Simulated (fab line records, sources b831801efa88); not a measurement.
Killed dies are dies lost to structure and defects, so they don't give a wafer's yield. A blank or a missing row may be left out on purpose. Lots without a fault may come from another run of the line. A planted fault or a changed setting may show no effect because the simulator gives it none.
fab line records | flow gf180mcu
record lots=24 wafers=72 last_day=34
route steps=602 shown V4@491 MIM@506 M5@533 V5@564
lots that met no fault: from a run of the same line without faults
start_h: hours from the record's first day to the start of the lot's first wafer shown | wait_h: hours since the lot's step before | " the same as in the row above | L1.1+2: a row that stands for several wafers | - no value, or no start given | * or withheld: withheld | < > ~ a bound
route shown NAME@n: a module of which the file shows steps, and the number in the route of the first | usual: mean/standard deviation of fault-free wafers | same: alike in all rows | chamber/n: place in a boat | sites: the reading at each site | _std_site: their standard deviation | _edge_site: outer sites' mean less inner sites' | radius_mm: how far each site lies from the wafer's centre | mask NAME#n: copy n | behind: the tool/chamber that last shaped the wafer | hold: why the lot was held/for how many hours/how that ended | device: the transistor (n, p or np) that didn't switch | end of line: the same wafers' tests at the end of the route | a step without rows: its recipe alone | killed: dies lost to structure and defects at the first sort, not the wafer's yield | map: a wafer's dies, x killed, . not, _ none there
set.NAME: the setting as run; set.NAME@STEP: as run at that earlier step | model.NAME: the simulator's own value behind a step, which no gauge read
steps of the route over a sample of lots; a table a step, a row a wafer
services: from which hour (start_h, from the record's first day; less than 0 if before it) a tool's chamber was out of use, for how many hours, and why
## steps
# step GF_V4_OVL_MEAS_15
# usual V4_OVL=-2/5.4
# columns lot.wafer tool chamber start_h wait_h V4_OVL[nm]
L074.2 overlay-02 - 559.16 0.1 -5
L074.5 " - " " -10
L074.6 " - " " -5
L075.3 overlay-01 - 564.50 0.1 -1
L075.4 " - " " 1
L075.5 " - " " 4
L076.2 overlay-02 - 575.75 0.1 -8
L076.5 " - " " -8
L076.6 " - " " -4
L077.1 overlay-02 - 591.06 0.1 5
L077.2 " - " " 4
L077.6 " - " " 8
L078.1 overlay-02 - 595.83 0.1 1
L078.2 " - " " -6
L078.3 " - " " -3
L079.2 overlay-01 - 602.41 0.1 -3
L079.5 " - " " -5
L079.6 " - " " -1
L080.1 overlay-02 - 616.20 0.1 9
L080.3 " - " " 2
L080.4 " - " " 1
L081.1 overlay-01 - 619.26 0.1 0
L081.4 " - " " -6
L081.6 " - " " 1
L082.3 overlay-01 - 629.53 0.1 -1
L082.4 " - " " 0
L082.5 " - " " 2
L083.1 overlay-01 - 637.66 0.1 4
L083.2 " - " " 8
L083.4 " - " " -1
L084.1 overlay-02 - 644.26 0.1 -5
L084.3 " - " " 2
L084.6 " - " " -3
L085.3 overlay-01 - 651.06 0.1 0
L085.4 " - " " -3
L085.5 " - " " -4
L086.1 overlay-01 - 661.86 0.1 -2
L086.2 " - " " 2
L086.6 " - " " -4
L087.3 overlay-02 - 664.42 0.1 8
L087.4 " - " " -3
L087.5 " - " " 2
L088.1 overlay-02 - 668.63 0.1 2
L088.2 " - " " 1
L088.6 " - " " -6
L089.3 overlay-02 - 679.46 0.1 8
L089.4 " - " " -1
L089.5 " - " " 1
L090.1 overlay-02 - 686.06 0.1 1
L090.3 " - " " 2
L090.6 " - " " -3
L091.1 overlay-01 - 691.68 0.1 -3
L091.2 " - " " -10
L091.5 " - " " -6
L092.3 overlay-02 - 693.61 0.1 9
L092.5 " - " " 2
L092.6 " - " " 4
L093.1 overlay-01 - 704.66 0.1 3
L093.2 " - " " 6
L093.5 " - " " -2
L094.2 overlay-02 - 714.46 0.1 1
L094.3 " - " " -10
L094.6 " - " " -3
L095.2 overlay-02 - 716.02 0.1 0
L095.4 " - " " -1
L095.5 " - " " 0
L096.2 overlay-02 - 724.77 0.1 -5
L096.3 " - " " -7
L096.6 " - " " 7
L097.2 overlay-01 - 726.01 0.1 -20
L097.5 " - " " -11
L097.6 " - " " -9
# step GF_V4_SPUTTER_22
# recipe material=TiN target_thk_nm=10 chamber_pressure_pa=5 power_w=4000 time_s=40
# usual throttle_valve_pct=30.3/1.1
# columns lot.wafer tool chamber start_h wait_h throttle_valve_pct
L074.2 pvd_sputter-04 - 559.94 0.0 29.4
L074.5 " - " " 30.8
L074.6 " - " " 30.2
L075.3 pvd_sputter-01 - 565.32 0.0 31.5
L075.4 " - " " 30.7
L075.5 " - " " 29.6
L076.2 pvd_sputter-03 - 576.51 0.0 29.3
L076.5 " - " " 28.3
L076.6 " - " " 29.5
L077.1 pvd_sputter-04 - 591.83 0.0 29.2
L077.2 " - " " 30.2
L077.6 " - " " 29.6
L078.1 pvd_sputter-03 - 596.60 0.0 29.1
L078.2 " - " " 28.3
L078.3 " - " " 31.5
L079.2 pvd_sputter-03 - 603.17 0.0 29.4
L079.5 " - " " 31.3
L079.6 " - " " 31.1
L080.1 pvd_sputter-03 - 617.00 0.0 28.6
L080.3 " - " " 29.3
L080.4 " - " " 30.9
L081.1 pvd_sputter-03 - 620.02 0.0 31.1
L081.4 " - " " 31.7
L081.6 " - " " 31.5
L082.3 pvd_sputter-01 - 630.28 0.0 30.8
L082.4 " - " " 30.8
L082.5 " - " " 30.9
L083.1 pvd_sputter-03 - 638.42 0.0 31.8
L083.2 " - " " 31.1
L083.4 " - " " 28.0
L084.1 pvd_sputter-04 - 645.02 0.0 29.3
L084.3 " - " " 30.3
L084.6 " - " " 31.1
L085.3 pvd_sputter-01 - 651.81 0.0 30.7
L085.4 " - " " 29.5
L085.5 " - " " 30.9
L086.1 pvd_sputter-03 - 662.64 0.0 29.0
L086.2 " - " " 28.5
L086.6 " - " " 30.9
L087.3 pvd_sputter-04 - 665.20 0.0 29.4
L087.4 " - " " 30.4
L087.5 " - " " 30.3
L088.1 pvd_sputter-03 - 669.42 0.0 31.2
L088.2 " - " " 29.2
L088.6 " - " " 29.0
L089.3 pvd_sputter-01 - 680.21 0.0 30.9
L089.4 " - " " 30.8
L089.5 " - " " 31.8
L090.1 pvd_sputter-03 - 686.91 0.0 29.0
L090.3 " - " " 28.3
L090.6 " - " " 31.0
L091.1 pvd_sputter-03 - 692.44 0.0 29.3
L091.2 " - " " 28.4
L091.5 " - " " 31.6
L092.3 pvd_sputter-01 - 694.36 0.0 29.4
L092.5 " - " " 31.1
L092.6 " - " " 31.7
L093.1 pvd_sputter-01 - 705.42 0.0 30.8
L093.2 " - " " 29.5
L093.5 " - " " 31.5
L094.2 pvd_sputter-04 - 715.22 0.0 30.6
L094.3 " - " " 30.0
L094.6 " - " " 30.2
L095.2 pvd_sputter-01 - 716.77 0.0 31.5
L095.4 " - " " 30.8
L095.5 " - " " 31.4
L096.2 pvd_sputter-01 - 725.52 0.0 30.9
L096.3 " - " " 31.0
L096.6 " - " " 31.2
L097.2 pvd_sputter-03 - 726.77 0.0 28.3
L097.5 " - " " 29.3
L097.6 " - " " 28.1
# step GF_MIM_SPUTTER_03
# recipe material=Ti target_thk_nm=10 substrate_temp_c=300 chamber_pressure_pa=0.3 power_w=3000 time_s=6.7
# usual throttle_valve_pct=30.3/0.84
# columns lot.wafer tool chamber start_h wait_h throttle_valve_pct
L074.2 pvd_sputter-01 - 560.74 0.0 30.9
L074.5 " - " " 31.5
L074.6 " - " " 31.2
L075.3 pvd_sputter-02 - 566.11 0.0 29.1
L075.4 " - " " 31.7
L075.5 " - " " 28.9
L076.2 pvd_sputter-04 - 577.30 0.0 30.2
L076.5 " - " " 29.4
L076.6 " - " " 30.3
L077.1 pvd_sputter-01 - 592.63 0.0 29.6
L077.2 " - " " 30.7
L077.6 " - " " 31.2
L078.1 pvd_sputter-04 - 600.32 0.0 29.4
L078.2 " - " " 30.8
L078.3 " - " " 29.4
L079.2 pvd_sputter-02 - 603.96 0.0 29.6
L079.5 " - " " 31.8
L079.6 " - " " 29.9
L080.1 pvd_sputter-01 - 617.81 0.0 31.6
L080.3 " - " " 29.9
L080.4 " - " " 30.8
L081.1 pvd_sputter-02 - 620.81 0.0 29.9
L081.4 " - " " 31.5
L081.6 " - " " 29.7
L082.3 pvd_sputter-04 - 631.07 0.0 31.0
L082.4 " - " " 30.3
L082.5 " - " " 30.8
L083.1 pvd_sputter-01 - 639.23 0.0 30.9
L083.2 " - " " 31.6
L083.4 " - " " 31.2
L084.1 pvd_sputter-01 - 645.82 0.0 31.4
L084.3 " - " " 31.5
L084.6 " - " " 31.2
L085.3 pvd_sputter-02 - 652.61 0.0 30.6
L085.4 " - " " 32.1
L085.5 " - " " 29.1
L086.1 pvd_sputter-04 - 663.43 0.0 30.5
L086.2 " - " " 29.3
L086.6 " - " " 30.2
L087.3 pvd_sputter-01 - 666.01 0.0 31.6
L087.4 " - " " 31.1
L087.5 " - " " 31.1
L088.1 pvd_sputter-04 - 672.55 0.0 29.3
L088.2 " - " " 30.2
L088.6 " - " " 29.4
L089.3 pvd_sputter-02 - 681.00 0.0 29.5
L089.4 " - " " 28.9
L089.5 " - " " 30.6
L090.1 pvd_sputter-02 - 687.90 0.0 31.7
L090.3 " - " " 29.7
L090.6 " - " " 29.3
L091.1 pvd_sputter-01 - 693.35 0.0 31.5
L091.2 " - " " 31.2
L091.5 " - " " 29.5
L092.3 pvd_sputter-02 - 695.15 0.0 29.7
L092.5 " - " " 30.6
L092.6 " - " " 31.5
L093.1 pvd_sputter-04 - 706.21 0.0 31.0
L093.2 " - " " 29.4
L093.5 " - " " 29.5
L094.2 pvd_sputter-01 - 716.02 0.0 31.6
L094.3 " - " " 30.6
L094.6 " - " " 31.0
L095.2 pvd_sputter-01 - 717.56 0.0 31.0
L095.4 " - " " 30.8
L095.5 " - " " 29.7
L096.2 pvd_sputter-04 - 726.37 0.0 29.5
L096.3 " - " " 29.5
L096.6 " - " " 29.4
L097.2 pvd_sputter-04 - 727.56 0.0 29.4
L097.5 " - " " 29.2
L097.6 " - " " 30.3
# step GF_M5_CD_MEAS_07
# recipe target_cd_nm=280
# usual cd_nm=280.2/1.2
# columns lot.wafer tool chamber start_h wait_h cd_nm
L074.2 cd_sem-02 - 604.48 0.1 282.2
L074.5 " - " " 281.7
L074.6 " - " " 281.9
L075.3 cd_sem-01 - 607.83 0.1 276.9
L075.4 " - " " 278.6
L075.5 " - " " 277.0
L076.2 cd_sem-02 - 618.51 0.1 278.6
L076.5 " - " " 279.5
L076.6 " - " " 280.3
L077.1 cd_sem-01 - 634.29 0.1 279.2
L077.2 " - " " 279.8
L077.6 " - " " 280.7
L078.1 cd_sem-02 - 641.69 0.1 279.1
L078.2 " - " " 280.7
L078.3 " - " " 279.7
L079.2 cd_sem-01 - 646.26 0.1 276.8
L079.5 " - " " 278.3
L079.6 " - " " 277.2
L080.1 cd_sem-01 - 658.31 0.1 281.8
L080.3 " - " " 284.1
L080.4 " - " " 282.5
L081.1 cd_sem-01 - 661.10 0.1 280.8
L081.4 " - " " 279.8
L081.6 " - " " 281.9
L082.3 cd_sem-01 - 670.88 0.1 281.8
L082.4 " - " " 281.3
L082.5 " - " " 280.1
L083.1 cd_sem-02 - 679.00 0.2 280.2
L083.2 " - " " 280.4
L083.4 " - " " 281.2
L084.1 cd_sem-02 - 684.75 0.2 280.2
L084.3 " - " " 280.1
L084.6 " - " " 281.0
L085.3 cd_sem-02 - 690.83 0.1 281.0
L085.4 " - " " 281.3
L085.5 " - " " 280.6
L086.1 cd_sem-01 - 700.99 0.1 280.1
L086.2 " - " " 280.2
L086.6 " - " " 280.7
L087.3 cd_sem-01 - 703.88 0.1 279.9
L087.4 " - " " 279.5
L087.5 " - " " 279.9
L088.1 cd_sem-02 - 710.29 0.1 281.0
L088.2 " - " " 281.2
L088.6 " - " " 281.8
L089.3 cd_sem-02 - 717.64 0.2 280.2
L089.4 " - " " 278.9
L089.5 " - " " 279.6
L090.1 cd_sem-01 - 724.49 0.1 279.9
L090.3 " - " " 281.2
L090.6 " - " " 279.6
L091.1 cd_sem-01 - 731.15 0.1 278.9
L091.2 " - " " 279.2
L091.5 " - " " 279.9
L092.3 cd_sem-02 - 731.83 0.1 279.7
L092.5 " - " " 279.0
L092.6 " - " " 280.2
L093.1 cd_sem-01 - 741.04 0.1 280.0
L093.2 " - " " 280.4
L093.5 " - " " 279.6
L094.2 cd_sem-02 - 751.07 0.1 280.9
L094.3 " - " " 282.1
L094.6 " - " " 281.1
L095.2 cd_sem-01 - 752.72 0.1 280.7
L095.4 " - " " 280.0
L095.5 " - " " 279.6
L096.2 cd_sem-01 - 760.21 0.1 279.9
L096.3 " - " " 279.5
L096.6 " - " " 279.1
L097.2 cd_sem-02 - 761.32 0.1 280.5
L097.5 " - " " 281.9
L097.6 " - " " 281.2
# step GF_M5_OVL_MEAS_08
# usual M5_OVL=-4/6.1
# columns lot.wafer tool chamber start_h wait_h M5_OVL[nm]
L074.2 overlay-01 - 604.58 0.1 -13
L074.5 " - " " -8
L074.6 " - " " -10
L075.3 overlay-01 - 607.93 0.1 -10
L075.4 " - " " -9
L075.5 " - " " -3
L076.2 overlay-01 - 618.61 0.1 2
L076.5 " - " " -13
L076.6 " - " " -1
L077.1 overlay-01 - 634.41 0.1 -13
L077.2 " - " " 3
L077.6 " - " " -1
L078.1 overlay-02 - 641.81 0.1 -5
L078.2 " - " " 6
L078.3 " - " " -8
L079.2 overlay-02 - 646.36 0.1 4
L079.5 " - " " -9
L079.6 " - " " 5
L080.1 overlay-01 - 658.43 0.1 -5
L080.3 " - " " -11
L080.4 " - " " -8
L081.1 overlay-01 - 661.22 0.1 1
L081.4 " - " " 0
L081.6 " - " " 4
L082.3 overlay-01 - 670.97 0.1 5
L082.4 " - " " 7
L082.5 " - " " 2
L083.1 overlay-02 - 679.12 0.1 -7
L083.2 " - " " -12
L083.4 " - " " -6
L084.1 overlay-02 - 684.87 0.1 0
L084.3 " - " " 1
L084.6 " - " " -4
L085.3 overlay-01 - 690.92 0.1 -5
L085.4 " - " " 3
L085.5 " - " " -8
L086.1 overlay-01 - 701.11 0.1 5
L086.2 " - " " 0
L086.6 " - " " -3
L087.3 overlay-01 - 703.97 0.1 2
L087.4 " - " " -1
L087.5 " - " " -3
L088.1 overlay-01 - 710.41 0.1 -4
L088.2 " - " " -8
L088.6 " - " " -14
L089.3 overlay-01 - 717.73 0.1 -4
L089.4 " - " " -16
L089.5 " - " " 4
L090.1 overlay-02 - 724.61 0.1 -2
L090.3 " - " " -3
L090.6 " - " " -10
L091.1 overlay-02 - 731.27 0.1 -15
L091.2 " - " " -3
L091.5 " - " " -10
L092.3 overlay-01 - 731.92 0.1 -8
L092.5 " - " " -4
L092.6 " - " " -3
L093.1 overlay-02 - 741.16 0.1 2
L093.2 " - " " 5
L093.5 " - " " 0
L094.2 overlay-01 - 751.18 0.1 -8
L094.3 " - " " 0
L094.6 " - " " -10
L095.2 overlay-02 - 752.83 0.1 2
L095.4 " - " " 0
L095.5 " - " " -9
L096.2 overlay-01 - 760.31 0.1 -10
L096.3 " - " " -6
L096.6 " - " " -2
L097.2 overlay-01 - 761.43 0.1 -13
L097.5 " - " " -13
L097.6 " - " " -13
# step GF_V5_RS_MEAS_24
# recipe thk_meas_gauge=four-point-probe reads=W_of_V5_CVD_23+TiN_of_V5_SPUTTER_22+Ti_of_V5_SPUTTER_21
# usual V5_W_RS=0.329/0.0041
# columns lot.wafer tool chamber start_h wait_h V5_W_RS[ohm/sq]
L074.2 film_metro-04 - 627.52 0.1 0.331
L074.5 " - " " 0.338
L074.6 " - " " 0.337
L075.3 film_metro-02 - 631.32 0.1 0.332
L075.4 " - " " 0.332
L075.5 " - " " 0.327
L076.2 film_metro-04 - 640.90 0.1 0.333
L076.5 " - " " 0.337
L076.6 " - " " 0.333
L077.1 film_metro-04 - 656.19 0.1 0.334
L077.2 " - " " 0.331
L077.6 " - " " 0.335
L078.1 film_metro-03 - 663.35 0.1 0.325
L078.2 " - " " 0.330
L078.3 " - " " 0.330
L079.2 film_metro-02 - 668.16 0.1 0.331
L079.5 " - " " 0.330
L079.6 " - " " 0.332
L080.1 film_metro-04 - 679.61 0.1 0.336
L080.3 " - " " 0.330
L080.4 " - " " 0.335
L081.1 film_metro-04 - 682.56 0.1 0.327
L081.4 " - " " 0.329
L081.6 " - " " 0.327
L082.3 film_metro-03 - 693.72 0.2 0.328
L082.4 " - " " 0.328
L082.5 " - " " 0.329
L083.1 film_metro-04 - 700.65 0.2 0.330
L083.2 " - " " 0.328
L083.4 " - " " 0.325
L084.1 film_metro-04 - 706.50 0.1 0.327
L084.3 " - " " 0.324
L084.6 " - " " 0.328
L085.3 film_metro-02 - 711.85 0.1 0.332
L085.4 " - " " 0.331
L085.5 " - " " 0.331
L086.1 film_metro-03 - 721.69 0.1 0.328
L086.2 " - " " 0.332
L086.6 " - " " 0.328
L087.3 film_metro-03 - 723.66 0.1 0.330
L087.4 " - " " 0.325
L087.5 " - " " 0.329
L088.1 film_metro-03 - 730.34 0.1 0.326
L088.2 " - " " 0.320
L088.6 " - " " 0.322
L089.3 film_metro-03 - 737.97 0.1 0.323
L089.4 " - " " 0.330
L089.5 " - " " 0.323
L090.1 film_metro-04 - 744.48 0.1 0.326
L090.3 " - " " 0.335
L090.6 " - " " 0.323
L091.1 film_metro-02 - 750.45 0.1 0.332
L091.2 " - " " 0.328
L091.5 " - " " 0.333
L092.3 film_metro-02 - 751.67 0.1 0.331
L092.5 " - " " 0.329
L092.6 " - " " 0.325
L093.1 film_metro-02 - 760.49 0.1 0.329
L093.2 " - " " 0.327
L093.5 " - " " 0.335
L094.2 film_metro-04 - 769.59 0.1 0.325
L094.3 " - " " 0.328
L094.6 " - " " 0.330
L095.2 film_metro-04 - 771.86 0.1 0.329
L095.4 " - " " 0.322
L095.5 " - " " 0.321
L096.2 film_metro-04 - 778.61 0.1 0.323
L096.3 " - " " 0.325
L096.6 " - " " 0.318
L097.2 film_metro-02 - 779.65 0.1 0.336
L097.5 " - " " 0.333
L097.6 " - " " 0.325
## services
# columns tool chamber start_h hours kind
pvd_sputter-01 2 573.05 - consumable_replace:kit
pvd_sputter-01 2 573.05 18.0 scheduled_down
pvd_sputter-01 2 573.05 18.0 vent_cycle
pvd_sputter-02 2 592.39 - consumable_replace:kit
pvd_sputter-02 2 592.39 18.0 scheduled_down
pvd_sputter-02 2 592.39 18.0 vent_cycle
pvd_sputter-04 3 616.23 - consumable_replace:kit
pvd_sputter-04 3 616.23 18.0 scheduled_down
pvd_sputter-04 3 616.23 18.0 vent_cycle
pvd_sputter-02 - 626.63 2.1 repair
pvd_sputter-03 3 641.60 - consumable_replace:kit
pvd_sputter-02 - 664.55 3.9 repair
pvd_sputter-02 - 722.40 2.6 repair
pvd_sputter-04 2 724.32 - consumable_replace:kit
## key
fault none
